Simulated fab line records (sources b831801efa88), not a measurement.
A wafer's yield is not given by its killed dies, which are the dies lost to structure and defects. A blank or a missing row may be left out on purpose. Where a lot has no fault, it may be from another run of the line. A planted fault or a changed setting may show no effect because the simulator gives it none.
Chamber matching -- flow gf180mcu -- GF_V5_CMP_26 on cmp-01 has 4 sister chambers
The step polishes, stops on SiO2, t overpolish 15 s, target thk 0 nm. 4 wafers are shown with their chamber, then 7 later ones without.

EACH WAFER AND ITS CHAMBER
wafer,chamber,motor current A (A)
L692.2,3,12.1
L696.5,2,12.6
L697.1,0,10.2
L697.3,1,12.5

WAFERS WITHOUT THEIR CHAMBER
wafer,motor current A (A)
L697.4,12.6
L699.1,13.1
L699.3,10.2
L699.6,10.3
L700.2,12.5
L700.3,11.6
L700.5,11.9

THE CHAMBER EACH PASSED THROUGH
wafer,from the rows above,in truth
L697.4,can't be placed: 2 or 1 or 3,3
L699.1,can't be placed: 2 or 1 or 3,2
L699.3,0,0
L699.6,0,0
L700.2,can't be placed: 1 or 2 or 3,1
L700.3,can't be placed: 3 or 1 or 2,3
L700.5,can't be placed: 3 or 1 or 2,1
Placed correctly: 2 of 7. Cannot be placed on the basis of these rows: 5; the candidates contain the true chamber in 5. Placed wrongly: 0.
How it was worked out, from the rows above alone: a wafer's distance from a chamber is the root of the sum, over the readings, of the square of ((its reading less the chamber's mean) divided by the reading's scatter). If the next closest chamber is less than 2 further off than the closest, the wafer can't be placed; otherwise it belongs to the closest. A chamber's mean is the mean of its shown wafers. The scatter: root of mean squared gap, hidden wafer to nearest shown wafer, with one shown wafer a chamber.
